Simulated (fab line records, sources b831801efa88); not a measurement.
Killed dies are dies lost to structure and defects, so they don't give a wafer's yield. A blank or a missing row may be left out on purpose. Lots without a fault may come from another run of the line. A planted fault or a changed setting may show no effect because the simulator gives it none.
Which tool did it? | flow sfq_line | 6 lots, 18 wafers sampled, at 1 step of a route of 325

WHAT THE GAUGES READ, wafer by wafer
SFQ_M6_RS_MEAS_938: measures by four-point-probe.
lot  | measured     | on            | M6_NB_RS (ohm/sq)
L737 | day 62 10:23 | film_metro-04 | 0.889 0.892 0.900
L739 | day 62 16:23 | film_metro-04 | 0.892 0.881 0.885
L741 | day 68 08:58 | film_metro-01 | 0.891 0.884 0.886
L748 | day 69 05:17 | film_metro-04 | 0.896 0.899 0.888
L755 | day 70 10:14 | film_metro-03 | 0.898 0.896 0.893
L758 | day 70 20:06 | film_metro-01 | 0.888 0.891 0.891

WHICH TOOL RAN EACH LOT (tool, then ch and the chambers of the sampled wafers, then the start)
The record holds no process step before these readings.

THE ANSWER, worked out from the rows above alone
Rule: what is usual is taken from the lots themselves. Put in order of their means at a reading, lots are off if they are a third of the lots or fewer, leave a main group of 4 or more, and stand apart from it by a gap of 3 or more times the standard deviation of the main group's means; of several such gaps the widest counts. A main group whose means are all the same, to the digits that the tables above print for the reading, isn't used. A lot without any number at a reading at which 4 lots or more have one is off too. The other lots that the step has rows for count as sound.
No lot is off at any reading shown: from this, nothing can be told.

WHAT THE SIMULATOR HAD PUT IN
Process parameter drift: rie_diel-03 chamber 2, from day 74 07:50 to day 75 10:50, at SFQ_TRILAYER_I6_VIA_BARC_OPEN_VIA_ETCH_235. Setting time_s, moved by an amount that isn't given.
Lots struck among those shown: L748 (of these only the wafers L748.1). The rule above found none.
